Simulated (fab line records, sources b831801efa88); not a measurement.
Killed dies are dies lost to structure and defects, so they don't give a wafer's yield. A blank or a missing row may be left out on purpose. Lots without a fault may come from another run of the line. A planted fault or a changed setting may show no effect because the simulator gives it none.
fab line records | flow sky130
record lots=5 wafers=15 last_day=49
route steps=708 shown PWDE@84 VT_ADJUST_HVTP@85 VT_ADJUST_LVTN@97 VT_ADJUST_NCORE@119
lots that met no fault: from a run of the same line without faults
start_h: hours from the record's first day to the start of the lot's first wafer shown | wait_h: hours since the lot's step before | " the same as in the row above | L1.1+2: a row that stands for several wafers | - no value, or no start given | * or withheld: withheld | < > ~ a bound
route shown NAME@n: a module of which the file shows steps, and the number in the route of the first | usual: mean/standard deviation of fault-free wafers | same: alike in all rows | chamber/n: place in a boat | sites: the reading at each site | _std_site: their standard deviation | _edge_site: outer sites' mean less inner sites' | radius_mm: how far each site lies from the wafer's centre | mask NAME#n: copy n | behind: the tool/chamber that last shaped the wafer | hold: why the lot was held/for how many hours/how that ended | device: the transistor (n, p or np) that didn't switch | end of line: the same wafers' tests at the end of the route | a step without rows: its recipe alone | killed: dies lost to structure and defects at the first sort, not the wafer's yield | map: a wafer's dies, x killed, . not, _ none there
set.NAME: the setting as run; set.NAME@STEP: as run at that earlier step | model.NAME: the simulator's own value behind a step, which no gauge read
lots at some steps of the route; a table a step, a row a wafer
services: from which hour (start_h, from the record's first day; less than 0 if before it) a tool's chamber was out of use, for how many hours, and why
## steps
# step SKY_NWELL_RS_MEAS_31
# recipe thk_meas_gauge=four-point-probe
# usual PWDE_RS=5270/18
# columns lot.wafer tool chamber start_h wait_h PWDE_RS[ohm/sq]
L075.2 film_metro-02 - 109.48 0.1 5267
L075.4 " - " " 5261
L075.6 " - " " 5284
L078.2 film_metro-02 - 131.43 0.1 5278
L078.3 " - " " 5254
L078.6 " - " " 5270
L081.2 film_metro-04 - 155.09 0.1 5271
L081.3 " - " " 5289
L081.6 " - " " 5264
L084.1 film_metro-04 - 177.42 0.1 5273
L084.3 " - " " 5262
L084.4 " - " " 5286
L092.1 film_metro-01 - 223.68 0.1 5303
L092.5 " - " " 5279
L092.6 " - " " 5309
# step SKY_VT_ADJUST_HVTP_DEHYDRATE_00
# recipe temp_c=200 time_s=60
# columns lot.wafer tool chamber start_h wait_h
L075.2+4+6 litho_track-04 0 117.57 8.1
L078.2+3+6 litho_track-03 0 139.69 8.2
L081.2+3+6 litho_track-03 0 165.29 10.2
L084.1+3+4 litho_track-03 0 187.81 10.4
L092.1+5+6 litho_track-02 0 234.22 10.5
# step SKY_VT_ADJUST_HVTP_HMDS_01
# recipe prime_time_s=60 prime_temp_c=120
# columns lot.wafer tool chamber start_h wait_h
L075.2+4+6 litho_track-04 0 117.72 0.1
L078.2+3+6 litho_track-03 0 139.84 0.1
L081.2+3+6 litho_track-03 0 165.44 0.1
L084.1+3+4 litho_track-03 0 187.96 0.1
L092.1+5+6 litho_track-02 0 234.37 0.1
# step SKY_VT_ADJUST_HVTP_COAT_02
# recipe resist=NOVOLAK spin_rpm=2955 resist_thk_nm=1140
# columns lot.wafer tool chamber start_h wait_h
L075.2+4+6 litho_track-04 0 117.87 0.1
L078.2+3+6 litho_track-03 0 139.99 0.1
L081.2+3+6 litho_track-03 0 165.59 0.1
L084.1+3+4 litho_track-03 0 188.11 0.1
L092.1+5+6 litho_track-02 0 234.52 0.1
# step SKY_VT_ADJUST_HVTP_SOFTBAKE_03
# recipe temp_c=90 time_s=60 resist=NOVOLAK
# columns lot.wafer tool chamber start_h wait_h
L075.2+4+6 litho_track-04 0 118.02 0.1
L078.2+3+6 litho_track-03 0 140.14 0.1
L081.2+3+6 litho_track-03 0 165.74 0.1
L084.1+3+4 litho_track-03 0 188.26 0.1
L092.1+5+6 litho_track-02 0 234.67 0.1
# step SKY_VT_ADJUST_HVTP_EXPOSE_04
# recipe mask_id=HVTPM na=0.6 source_shape=conventional sigma_outer=0.6 polarization=unpolarized target_cd_nm=380 dose_mj=140
# columns lot.wafer tool chamber start_h wait_h mask
L075.2+4+6 iline_stepper-02 0 - - HVTPM#0
L078.2+3+6 iline_stepper-01 0 - - HVTPM#0
L081.2+3+6 iline_stepper-02 0 - - HVTPM#0
L084.1+3+4 iline_stepper-02 0 - - HVTPM#0
L092.1+5+6 iline_stepper-02 0 - - HVTPM#0
# step SKY_VT_ADJUST_HVTP_PEB_05
# recipe temp_c=withheld time_s=* resist=NOVOLAK
# columns lot.wafer tool chamber start_h wait_h
L075.2+4+6 litho_track-02 0 - -
L078.2+3+6 litho_track-02 0 - -
L081.2+3+6 litho_track-04 0 - -
L084.1+3+4 litho_track-04 0 - -
L092.1+5+6 litho_track-03 0 - -
# step SKY_VT_ADJUST_HVTP_DEVELOP_06
# recipe resist=NOVOLAK developer=TMAH develop_time_s=60 dev_temp_c=23
# same develop_time_s=60
# columns lot.wafer tool chamber start_h wait_h
L075.2+4+6 litho_track-02 0 126.69 0.1
L078.2+3+6 litho_track-02 0 149.19 0.1
L081.2+3+6 litho_track-04 0 176.22 0.1
L084.1+3+4 litho_track-04 0 198.84 0.1
L092.1+5+6 litho_track-03 0 245.86 0.1
# step SKY_VT_ADJUST_HVTP_CD_MEAS_07
# recipe target_cd_nm=380
# usual cd_nm=380.0/2.5
# columns lot.wafer tool chamber start_h wait_h cd_nm
L075.2 cd_sem-02 - 126.84 0.1 380.1
L075.4 " - " " 381.8
L075.6 " - " " 382.8
L078.2 cd_sem-01 - 149.34 0.1 379.4
L078.3 " - " " 377.7
L078.6 " - " " 379.4
L081.2 cd_sem-01 - 176.36 0.1 378.3
L081.3 " - " " 380.6
L081.6 " - " " 379.2
L084.1 cd_sem-01 - 199.18 0.3 378.5
L084.3 " - " " 379.5
L084.4 " - " " 376.4
L092.1 cd_sem-02 - 246.01 0.1 378.7
L092.5 " - " " 379.1
L092.6 " - " " 376.4
# step SKY_VT_ADJUST_HVTP_OVL_MEAS_08
# usual VT_ADJUST_HVTP_OVL=0.0/1.2
# columns lot.wafer tool chamber start_h wait_h VT_ADJUST_HVTP_OVL[nm]
L075.2 overlay-01 - 126.95 0.1 -0.5
L075.4 " - " " -0.1
L075.6 " - " " 0.3
L078.2 overlay-02 - 149.45 0.1 3.0
L078.3 " - " " 1.8
L078.6 " - " " 0.9
L081.2 overlay-02 - 176.47 0.1 -1.0
L081.3 " - " " -3.0
L081.6 " - " " 0.7
L084.1 overlay-02 - 199.30 0.1 1.8
L084.3 " - " " -0.2
L084.4 " - " " 1.8
L092.1 overlay-02 - 246.13 0.1 0.5
L092.5 " - " " 0.3
L092.6 " - " " 1.9
# step SKY_VT_ADJUST_HVTP_IMPLANT_09
# recipe species=As energy_kev=150 dose_cm2=4.3e+12 tilt_deg=withheld
# usual beam_on_s=9.98/0.2
# columns lot.wafer tool chamber start_h wait_h beam_on_s
L075.2 implanter-03 0 127.00 0.0 9.92
L075.4 " 0 " " 9.80
L075.6 " 0 " " 9.91
L078.2 implanter-01 0 149.50 0.0 9.91
L078.3 " 0 " " 10.25
L078.6 " 0 " " 10.02
L081.2 implanter-01 0 176.53 0.0 10.17
L081.3 " 0 " " 10.10
L081.6 " 0 " " 10.11
L084.1 implanter-01 0 199.34 0.0 9.85
L084.3 " 0 " " 10.08
L084.4 " 0 " " 10.04
L092.1 implanter-02 0 246.17 0.0 9.93
L092.5 " 0 " " 9.83
L092.6 " 0 " " 9.71
# step SKY_VT_ADJUST_HVTP_STRIP_10
# recipe chemistry=O2/N2 power_w=1400 pressure_mtorr=1500 platen_temp_c=withheld o2_flow_sccm=3000 n2_flow_sccm=300 overash_fraction=0.5
# usual chamber_pressure_mTorr=1500.2/1.4 drypump_motor_current_A=5.6/0.48 oes_product_au=0.717/0.0046 strip_time_to_endpoint_s=14.275/0.029
# columns lot.wafer tool chamber start_h wait_h chamber_pressure_mTorr drypump_motor_current_A oes_product_au rf_hours_counter_h strip_time_to_endpoint_s
L075.2 plasma_asher-03 1 127.13 0.1 1497.8 6.3 0.709 42 14.249
L075.4 " 1 " " 1501.5 6.2 0.716 - 14.246
L075.6 " 0 " " 1499.5 5.2 0.720 - 14.271
L078.2 plasma_asher-02 1 149.63 0.1 1499.2 5.2 0.719 33 14.310
L078.3 " 1 " " 1500.3 5.2 0.714 - 14.276
L078.6 " 1 " " 1502.1 5.2 0.720 - 14.269
L081.2 plasma_asher-02 1 176.65 0.1 1498.9 5.2 0.713 36 14.295
L081.3 " 0 " " 1499.9 6.1 0.719 - 14.309
L081.6 " 1 " " 1501.5 5.2 0.713 - 14.312
L084.1 plasma_asher-01 1 199.49 0.1 1496.5 5.7 0.722 8 14.244
L084.3 " 1 " " 1501.0 5.7 0.721 - 14.299
L084.4 " 0 " " 1501.7 4.9 0.723 - 14.225
L092.1 plasma_asher-02 0 246.32 0.1 1497.8 6.1 0.717 43 14.285
L092.5 " 0 " " 1498.3 6.1 0.717 - 14.283
L092.6 " 1 " " 1498.6 5.2 0.721 - 14.317
# step SKY_VT_ADJUST_HVTP_TW_MEAS_11
# usual VT_ADJUST_HVTP_TW=1350/9.6
# columns lot.wafer tool chamber start_h wait_h VT_ADJUST_HVTP_TW
L075.2 film_metro-03 - 127.24 0.1 1331
L075.4 " - " " 1331
L075.6 " - " " 1332
L078.2 film_metro-03 - 149.74 0.1 1338
L078.3 " - " " 1342
L078.6 " - " " 1343
L081.2 film_metro-03 - 176.76 0.1 1347
L081.3 " - " " 1351
L081.6 " - " " 1339
L084.1 film_metro-01 - 199.59 0.1 1337
L084.3 " - " " 1338
L084.4 " - " " 1338
L092.1 film_metro-03 - 246.42 0.1 1345
L092.5 " - " " 1351
L092.6 " - " " 1349
# step SKY_VT_ADJUST_LVTN_DEHYDRATE_00
# recipe temp_c=200 time_s=60
# columns lot.wafer tool chamber start_h wait_h
L075.2+4+6 litho_track-03 0 135.59 8.3
L078.2+3+6 litho_track-02 0 159.44 9.7
L081.2+3+6 litho_track-01 0 186.86 10.1
L084.1+3+4 litho_track-03 0 210.16 10.6
L092.1+5+6 litho_track-01 0 258.13 11.7
# step SKY_VT_ADJUST_LVTN_HMDS_01
# recipe prime_time_s=60 prime_temp_c=120
# columns lot.wafer tool chamber start_h wait_h
L075.2+4+6 litho_track-03 0 135.74 0.1
L078.2+3+6 litho_track-02 0 159.59 0.1
L081.2+3+6 litho_track-01 0 187.01 0.1
L084.1+3+4 litho_track-03 0 210.31 0.1
L092.1+5+6 litho_track-01 0 258.28 0.1
# step SKY_VT_ADJUST_LVTN_COAT_02
# recipe spin_rpm=2000 resist_thk_nm=3000
# columns lot.wafer tool chamber start_h wait_h
L075.2+4+6 litho_track-03 0 135.89 0.1
L078.2+3+6 litho_track-02 0 159.74 0.1
L081.2+3+6 litho_track-01 0 187.16 0.1
L084.1+3+4 litho_track-03 0 210.46 0.1
L092.1+5+6 litho_track-01 0 258.43 0.1
# step SKY_VT_ADJUST_LVTN_SOFTBAKE_03
# recipe temp_c=110 time_s=withheld
# columns lot.wafer tool chamber start_h wait_h
L075.2+4+6 litho_track-03 0 136.04 0.1
L078.2+3+6 litho_track-02 0 159.90 0.1
L081.2+3+6 litho_track-01 0 187.32 0.1
L084.1+3+4 litho_track-03 0 210.61 0.1
L092.1+5+6 litho_track-01 0 258.58 0.1
# step SKY_VT_ADJUST_LVTN_EXPOSE_04
# recipe mask_id=NWM_COMPLEMENT_LESS_NATIVE na=0.6 source_shape=conventional sigma_outer=0.6 polarization=unpolarized target_cd_nm=840 dose_mj=194
# columns lot.wafer tool chamber start_h wait_h mask
L075.2+4+6 iline_stepper-01 0 - - NWM_COMPLEMENT_LESS_NATIVE#0
L078.2+3+6 iline_stepper-01 0 - - NWM_COMPLEMENT_LESS_NATIVE#0
L081.2+3+6 iline_stepper-02 0 - - NWM_COMPLEMENT_LESS_NATIVE#0
L084.1+3+4 iline_stepper-02 0 - - NWM_COMPLEMENT_LESS_NATIVE#0
L092.1+5+6 iline_stepper-02 0 - - NWM_COMPLEMENT_LESS_NATIVE#0
# step SKY_VT_ADJUST_LVTN_PEB_05
# recipe temp_c=115 time_s=withheld
# columns lot.wafer tool chamber start_h wait_h
L075.2+4+6 litho_track-02 0 - -
L078.2+3+6 litho_track-01 0 - -
L081.2+3+6 litho_track-01 0 - -
L084.1+3+4 litho_track-02 0 - -
L092.1+5+6 litho_track-02 0 - -
# step SKY_VT_ADJUST_LVTN_DEVELOP_06
# recipe wall_angle_deg=90 developer=TMAH develop_time_s=60 dev_temp_c=23
# same develop_time_s=60
# columns lot.wafer tool chamber start_h wait_h
L075.2+4+6 litho_track-02 0 - -
L078.2+3+6 litho_track-01 0 - -
L081.2+3+6 litho_track-01 0 - -
L084.1+3+4 litho_track-02 0 - -
L092.1+5+6 litho_track-02 0 - -
# step SKY_VT_ADJUST_LVTN_OVL_MEAS_07
# usual VT_ADJUST_LVTN_OVL=-0.3/1.2
# columns lot.wafer tool chamber start_h wait_h VT_ADJUST_LVTN_OVL[nm]
L075.2 overlay-02 - 145.68 - -0.3
L075.4 " - " " -2.9
L075.6 " - " " -2.3
L078.2 overlay-01 - 169.64 - 0.4
L078.3 " - " " -0.4
L078.6 " - " " 1.2
L081.2 overlay-02 - 198.54 - 0.4
L081.3 " - " " 1.6
L081.6 " - " " 0.4
L084.1 overlay-02 - 221.47 - -2.0
L084.3 " - " " 0.0
L084.4 " - " " -2.3
L092.1 overlay-01 - 269.72 - -0.2
L092.5 " - " " -0.9
L092.6 " - " " 0.5
# step SKY_VT_ADJUST_LVTN_IMPLANT_08
# recipe species=B energy_kev=30 dose_cm2=1.57e+12 tilt_deg=withheld
# usual beam_on_s=10.00/0.18
# columns lot.wafer tool chamber start_h wait_h beam_on_s
L075.2 implanter-01 0 145.73 0.0 10.42
L075.4 " 0 " " 10.13
L075.6 " 0 " " 10.34
L078.2 implanter-02 0 169.70 0.0 10.06
L078.3 " 0 " " 9.95
L078.6 " 0 " " 10.42
L081.2 implanter-02 0 198.59 0.0 9.97
L081.3 " 0 " " 9.85
L081.6 " 0 " " 9.81
L084.1 implanter-01 0 221.51 0.0 9.73
L084.3 " 0 " " 10.02
L084.4 " 0 " " 9.97
L092.1 implanter-01 0 269.76 0.0 9.99
L092.5 " 0 " " 10.09
L092.6 " 0 " " 10.08
# step SKY_VT_ADJUST_LVTN_STRIP_09
# recipe chemistry=O2/N2 power_w=1400 pressure_mtorr=1500 platen_temp_c=withheld o2_flow_sccm=3000 n2_flow_sccm=300 overash_fraction=0.5
# usual chamber_pressure_mTorr=1499.9/1.2 drypump_motor_current_A=5.4/0.37 oes_product_au=0.722/0.0044 strip_time_to_endpoint_s=36.97/0.11
# columns lot.wafer tool chamber start_h wait_h chamber_pressure_mTorr drypump_motor_current_A oes_product_au rf_hours_counter_h strip_time_to_endpoint_s
L075.2 plasma_asher-01 0 145.86 0.1 1500.0 4.9 0.725 3 37.01
L075.4 " 1 " " 1497.9 5.7 0.717 - 36.91
L075.6 " 0 " " 1499.7 4.9 0.727 - 37.01
L078.2 plasma_asher-01 0 169.82 0.1 1499.1 4.9 0.722 5 36.87
L078.3 " 1 " " 1499.3 5.7 0.711 - 36.84
L078.6 " 1 " " 1500.6 5.7 0.721 - 36.90
L081.2 plasma_asher-01 1 198.72 0.1 1499.2 5.7 0.724 8 37.00
L081.3 " 0 " " 1501.3 4.9 0.718 - 36.98
L081.6 " 1 " " 1501.1 5.7 0.728 - 36.98
L084.1 plasma_asher-01 0 221.66 0.1 1501.6 4.9 0.725 11 36.84
L084.3 " 0 " " 1499.8 4.9 0.725 - 36.81
L084.4 " 1 " " 1497.7 5.7 0.718 - 36.91
L092.1 plasma_asher-01 1 269.91 0.1 1496.9 5.7 0.724 16 37.20
L092.5 " 0 " " 1498.9 5.0 0.721 - 37.16
L092.6 " 1 " " 1498.8 5.7 0.715 - 37.15
# step SKY_VT_ADJUST_LVTN_TW_MEAS_10
# usual VT_ADJUST_LVTN_TW=240.4/1.4
# columns lot.wafer tool chamber start_h wait_h VT_ADJUST_LVTN_TW
L075.2 film_metro-02 - 145.97 0.1 239.2
L075.4 " - " " 241.4
L075.6 " - " " 241.1
L078.2 film_metro-04 - 169.93 0.1 239.0
L078.3 " - " " 239.4
L078.6 " - " " 238.7
L081.2 film_metro-03 - 198.83 0.1 237.6
L081.3 " - " " 238.2
L081.6 " - " " 237.7
L084.1 film_metro-04 - 221.76 0.1 240.3
L084.3 " - " " 242.0
L084.4 " - " " 241.3
L092.1 film_metro-04 - 270.12 0.2 238.4
L092.5 " - " " 239.7
L092.6 " - " " 240.8
# step SKY_VT_ADJUST_LVTN_DEHYDRATE_11
# recipe temp_c=200 time_s=60
# columns lot.wafer tool chamber start_h wait_h
L075.2+4+6 litho_track-01 0 155.01 9.0
L078.2+3+6 litho_track-01 0 179.71 9.8
L081.2+3+6 litho_track-02 0 209.04 10.2
L084.1+3+4 litho_track-01 0 232.18 10.4
L092.1+5+6 litho_track-03 0 281.31 11.2
# step SKY_VT_ADJUST_LVTN_HMDS_12
# recipe prime_time_s=60 prime_temp_c=120
# columns lot.wafer tool chamber start_h wait_h
L075.2+4+6 litho_track-01 0 155.16 0.1
L078.2+3+6 litho_track-01 0 179.86 0.1
L081.2+3+6 litho_track-02 0 209.19 0.1
L084.1+3+4 litho_track-01 0 232.33 0.1
L092.1+5+6 litho_track-03 0 281.46 0.1
# step SKY_VT_ADJUST_LVTN_COAT_13
# recipe resist=NOVOLAK spin_rpm=3000 resist_thk_nm=1140
# columns lot.wafer tool chamber start_h wait_h
L075.2+4+6 litho_track-01 0 155.31 0.1
L078.2+3+6 litho_track-01 0 180.01 0.1
L081.2+3+6 litho_track-02 0 209.34 0.1
L084.1+3+4 litho_track-01 0 232.48 0.1
L092.1+5+6 litho_track-03 0 281.61 0.1
# step SKY_VT_ADJUST_LVTN_SOFTBAKE_14
# recipe temp_c=90 time_s=60 resist=NOVOLAK
# columns lot.wafer tool chamber start_h wait_h
L075.2+4+6 litho_track-01 0 155.46 0.1
L078.2+3+6 litho_track-01 0 180.16 0.1
L081.2+3+6 litho_track-02 0 209.49 0.1
L084.1+3+4 litho_track-01 0 232.63 0.1
L092.1+5+6 litho_track-03 0 281.76 0.1
# step SKY_VT_ADJUST_LVTN_EXPOSE_15
# recipe mask_id=HVN_STD_DERIVED na=0.6 source_shape=conventional sigma_outer=0.6 polarization=unpolarized target_cd_nm=600 dose_mj=163
# columns lot.wafer tool chamber start_h wait_h mask
L075.2+4+6 iline_stepper-01 0 - - HVN_STD_DERIVED#0
L078.2+3+6 iline_stepper-01 0 - - HVN_STD_DERIVED#0
L081.2+3+6 iline_stepper-02 0 - - HVN_STD_DERIVED#0
L084.1+3+4 iline_stepper-02 0 - - HVN_STD_DERIVED#0
L092.1+5+6 iline_stepper-01 0 - - HVN_STD_DERIVED#0
# step SKY_VT_ADJUST_LVTN_PEB_16
# recipe temp_c=withheld time_s=* resist=NOVOLAK
# columns lot.wafer tool chamber start_h wait_h
L075.2+4+6 litho_track-02 0 - -
L078.2+3+6 litho_track-02 0 - -
L081.2+3+6 litho_track-01 0 - -
L084.1+3+4 litho_track-03 0 - -
L092.1+5+6 litho_track-01 0 - -
# step SKY_VT_ADJUST_LVTN_DEVELOP_17
# recipe resist=NOVOLAK developer=TMAH develop_time_s=60 dev_temp_c=23
# same develop_time_s=60
# columns lot.wafer tool chamber start_h wait_h
L075.2+4+6 litho_track-02 0 165.89 0.1
L078.2+3+6 litho_track-02 0 190.79 0.1
L081.2+3+6 litho_track-01 0 220.36 0.1
L084.1+3+4 litho_track-03 0 244.11 0.1
L092.1+5+6 litho_track-01 0 294.48 0.1
# step SKY_VT_ADJUST_LVTN_OVL_MEAS_18
# usual VT_ADJUST_LVTN_01_OVL=0.9/1.4
# columns lot.wafer tool chamber start_h wait_h VT_ADJUST_LVTN_01_OVL[nm]
L075.2 overlay-02 - 166.03 0.1 0.1
L075.4 " - " " -1.2
L075.6 " - " " -1.4
L078.2 overlay-01 - 190.93 0.1 -1.3
L078.3 " - " " 1.5
L078.6 " - " " 0.3
L081.2 overlay-02 - 220.49 0.1 -0.9
L081.3 " - " " 1.6
L081.6 " - " " 0.5
L084.1 overlay-01 - 244.26 0.1 0.8
L084.3 " - " " 1.9
L084.4 " - " " 3.0
L092.1 overlay-02 - 294.63 0.1 0.7
L092.5 " - " " 0.2
L092.6 " - " " 0.6
# step SKY_VT_ADJUST_LVTN_IMPLANT_19
# recipe species=B energy_kev=30 dose_cm2=6.5e+11 tilt_deg=withheld
# usual beam_on_s=9.98/0.21
# columns lot.wafer tool chamber start_h wait_h beam_on_s
L075.2 implanter-01 0 166.08 0.0 9.78
L075.4 " 0 " " 9.85
L075.6 " 0 " " 9.81
L078.2 implanter-04 0 190.98 0.0 10.08
L078.3 " 0 " " 10.16
L078.6 " 0 " " 10.08
L081.2 implanter-04 0 220.54 0.0 9.98
L081.3 " 0 " " 10.19
L081.6 " 0 " " 10.00
L084.1 implanter-04 0 244.30 0.0 10.05
L084.3 " 0 " " 10.03
L084.4 " 0 " " 9.67
L092.1 implanter-01 0 294.67 0.0 10.11
L092.5 " 0 " " 9.53
L092.6 " 0 " " 9.87
# step SKY_VT_ADJUST_LVTN_STRIP_20
# recipe chemistry=O2/N2 power_w=1400 pressure_mtorr=1500 platen_temp_c=withheld o2_flow_sccm=3000 n2_flow_sccm=300 overash_fraction=0.5
# usual chamber_pressure_mTorr=1500.1/1.3 drypump_motor_current_A=5.5/0.41 oes_product_au=0.716/0.0046 strip_time_to_endpoint_s=14.18/0.041
# columns lot.wafer tool chamber start_h wait_h chamber_pressure_mTorr drypump_motor_current_A oes_product_au rf_hours_counter_h strip_time_to_endpoint_s
L075.2 plasma_asher-02 1 166.21 0.1 1500.6 5.2 0.712 35 14.23
L075.4 " 1 " " 1498.8 5.2 0.723 - 14.26
L075.6 " 1 " " 1498.9 5.2 0.719 - 14.25
L078.2 plasma_asher-01 0 191.11 0.1 1499.3 4.9 0.714 7 14.24
L078.3 " 1 " " 1498.4 5.7 0.716 - 14.24
L078.6 " 1 " " 1499.2 5.7 0.711 - 14.22
L081.2 plasma_asher-01 0 220.67 0.1 1499.3 4.9 0.721 11 14.13
L081.3 " 1 " " 1502.2 5.7 0.723 - 14.17
L081.6 " 0 " " 1499.5 4.9 0.716 - 14.14
L084.1 plasma_asher-01 1 244.45 0.1 1497.8 5.7 0.720 14 14.21
L084.3 " 0 " " 1500.7 4.9 0.716 - 14.18
L084.4 " 1 " " 1499.5 5.7 0.711 - 14.24
L092.1 plasma_asher-02 0 294.82 0.1 1500.1 6.1 0.710 48 14.14
L092.5 " 0 " " 1498.5 6.1 0.713 - 14.15
L092.6 " 1 " " 1500.1 5.2 0.710 - 14.14
# step SKY_VT_ADJUST_LVTN_TW_MEAS_21
# usual VT_ADJUST_LVTN_2_TW=187.3/1.2
# columns lot.wafer tool chamber start_h wait_h VT_ADJUST_LVTN_2_TW
L075.2 film_metro-02 - 166.32 0.1 188.9
L075.4 " - " " 190.0
L075.6 " - " " 187.1
L078.2 film_metro-04 - 191.22 0.1 186.9
L078.3 " - " " 185.4
L078.6 " - " " 186.3
L081.2 film_metro-02 - 220.82 0.1 188.9
L081.3 " - " " 189.1
L081.6 " - " " 188.7
L084.1 film_metro-03 - 244.55 0.1 187.4
L084.3 " - " " 187.1
L084.4 " - " " 186.0
L092.1 film_metro-04 - 294.92 0.1 187.2
L092.5 " - " " 187.4
L092.6 " - " " 187.4
# step SKY_VT_ADJUST_NCORE_DEHYDRATE_00
# recipe temp_c=200 time_s=60
# columns lot.wafer tool chamber start_h wait_h
L075.2+4+6 litho_track-03 0 176.44 10.1
L078.2+3+6 litho_track-01 0 201.51 10.3
L081.2+3+6 litho_track-03 0 230.74 9.9
L084.1+3+4 litho_track-04 0 255.59 11.0
L092.1+5+6 litho_track-04 0 307.44 12.5
# step SKY_VT_ADJUST_NCORE_HMDS_01
# recipe prime_time_s=60 prime_temp_c=120
# columns lot.wafer tool chamber start_h wait_h
L075.2+4+6 litho_track-03 0 176.59 0.1
L078.2+3+6 litho_track-01 0 201.66 0.1
L081.2+3+6 litho_track-03 0 230.89 0.1
L084.1+3+4 litho_track-04 0 255.74 0.1
L092.1+5+6 litho_track-04 0 307.59 0.1
# step SKY_VT_ADJUST_NCORE_COAT_02
# recipe resist=NOVOLAK spin_rpm=3000 resist_thk_nm=1140
# columns lot.wafer tool chamber start_h wait_h
L075.2+4+6 litho_track-03 0 176.74 0.1
L078.2+3+6 litho_track-01 0 201.81 0.1
L081.2+3+6 litho_track-03 0 231.04 0.1
L084.1+3+4 litho_track-04 0 255.89 0.1
L092.1+5+6 litho_track-04 0 307.74 0.1
# step SKY_VT_ADJUST_NCORE_SOFTBAKE_03
# recipe temp_c=89.2 time_s=60 resist=NOVOLAK
# columns lot.wafer tool chamber start_h wait_h
L075.2+4+6 litho_track-03 0 176.89 0.1
L078.2+3+6 litho_track-01 0 201.96 0.1
L081.2+3+6 litho_track-03 0 231.19 0.1
L084.1+3+4 litho_track-04 0 256.04 0.1
L092.1+5+6 litho_track-04 0 307.89 0.1
# step SKY_VT_ADJUST_NCORE_EXPOSE_04
# recipe mask_id=LVTN_COMPLEMENT_THIN na=0.6 source_shape=conventional sigma_outer=0.6 polarization=unpolarized target_cd_nm=380 dose_mj=139
# columns lot.wafer tool chamber start_h wait_h mask
L075.2+4+6 iline_stepper-02 0 - - LVTN_COMPLEMENT_THIN#0
L078.2+3+6 iline_stepper-02 0 - - LVTN_COMPLEMENT_THIN#0
L081.2+3+6 iline_stepper-01 0 - - LVTN_COMPLEMENT_THIN#0
L084.1+3+4 iline_stepper-01 0 - - LVTN_COMPLEMENT_THIN#0
L092.1+5+6 iline_stepper-01 0 - - LVTN_COMPLEMENT_THIN#0
# step SKY_VT_ADJUST_NCORE_PEB_05
# recipe temp_c=withheld time_s=* resist=NOVOLAK
# columns lot.wafer tool chamber start_h wait_h
L075.2+4+6 litho_track-03 0 - -
L078.2+3+6 litho_track-03 0 - -
L081.2+3+6 litho_track-04 0 - -
L084.1+3+4 litho_track-03 0 - -
L092.1+5+6 litho_track-01 0 - -
# step SKY_VT_ADJUST_NCORE_DEVELOP_06
# recipe resist=NOVOLAK developer=TMAH develop_time_s=60 dev_temp_c=23
# same develop_time_s=60
# columns lot.wafer tool chamber start_h wait_h
L075.2+4+6 litho_track-03 0 187.69 0.1
L078.2+3+6 litho_track-03 0 213.29 0.1
L081.2+3+6 litho_track-04 0 242.57 0.1
L084.1+3+4 litho_track-03 0 267.86 0.1
L092.1+5+6 litho_track-01 0 321.03 0.1
# step SKY_VT_ADJUST_NCORE_CD_MEAS_07
# recipe target_cd_nm=380
# usual cd_nm=380/3
# columns lot.wafer tool chamber start_h wait_h cd_nm
L075.2 cd_sem-01 - 187.92 0.2 381
L075.4 " - " " 381
L075.6 " - " " 384
L078.2 cd_sem-01 - 213.43 0.1 377
L078.3 " - " " 376
L078.6 " - " " 377
L081.2 cd_sem-01 - 242.71 0.1 383
L081.3 " - " " 379
L081.6 " - " " 379
L084.1 cd_sem-02 - 268.01 0.1 383
L084.3 " - " " 383
L084.4 " - " " 383
L092.1 cd_sem-01 - 321.18 0.1 378
L092.5 " - " " 379
L092.6 " - " " 380
# step SKY_VT_ADJUST_NCORE_OVL_MEAS_08
# usual VT_ADJUST_NCORE_OVL=0.5/1.6
# columns lot.wafer tool chamber start_h wait_h VT_ADJUST_NCORE_OVL[nm]
L075.2 overlay-01 - 188.03 0.1 -2.4
L075.4 " - " " -0.7
L075.6 " - " " -1.0
L078.2 overlay-01 - 213.54 0.1 -3.3
L078.3 " - " " -3.4
L078.6 " - " " -2.4
L081.2 overlay-02 - 242.82 0.1 -0.6
L081.3 " - " " 1.0
L081.6 " - " " -0.7
L084.1 overlay-02 - 268.13 0.1 0.1
L084.3 " - " " -0.7
L084.4 " - " " -0.2
L092.1 overlay-01 - 321.30 0.1 1.1
L092.5 " - " " -0.7
L092.6 " - " " 0.2
# step SKY_VT_ADJUST_NCORE_IMPLANT_09
# recipe species=B energy_kev=10 dose_cm2=2.4e+12 tilt_deg=withheld
# usual beam_on_s=10.00/0.19
# columns lot.wafer tool chamber start_h wait_h beam_on_s
L075.2 implanter-04 0 188.09 0.0 10.06
L075.4 " 0 " " 10.12
L075.6 " 0 " " 9.92
L078.2 implanter-01 0 213.59 0.0 9.93
L078.3 " 0 " " 10.00
L078.6 " 0 " " 9.44
L081.2 implanter-03 0 242.88 0.0 9.71
L081.3 " 0 " " 9.90
L081.6 " 0 " " 9.86
L084.1 implanter-03 0 268.17 0.0 9.94
L084.3 " 0 " " 10.23
L084.4 " 0 " " 10.14
L092.1 implanter-01 0 321.34 0.0 10.14
L092.5 " 0 " " 9.70
L092.6 " 0 " " 10.04
## services
# columns tool chamber start_h hours kind
litho_track-03 - 108.27 - consumable_replace:filter
plasma_asher-01 - 108.75 9.0 pm
implanter-04 - 145.59 3.4 repair
implanter-02 - 156.09 4.1 repair
implanter-03 - 156.25 5.5 pm
implanter-04 - 164.14 2.1 repair
implanter-03 - 172.57 1.1 repair
implanter-02 - 186.22 1.2 repair
iline_stepper-01 - 186.25 4.4 pm
implanter-01 - 192.20 1.5 repair
iline_stepper-02 - 193.80 7.2 repair
implanter-03 - 199.87 3.0 pm
litho_track-04 - 201.27 - consumable_replace:filter
implanter-02 - 205.01 2.3 pm
iline_stepper-01 - 205.32 3.6 repair
implanter-02 - 209.36 1.7 repair
iline_stepper-02 - 228.88 1.7 pm
litho_track-04 - 232.29 - consumable_replace:filter
iline_stepper-01 - 238.76 1.7 pm
iline_stepper-01 - 253.53 2.1 pm
implanter-01 - 255.59 13.2 repair
implanter-01 - 287.38 6.0 pm
implanter-02 - 295.84 3.7 repair
iline_stepper-02 - 307.04 9.2 repair
## key
fault none
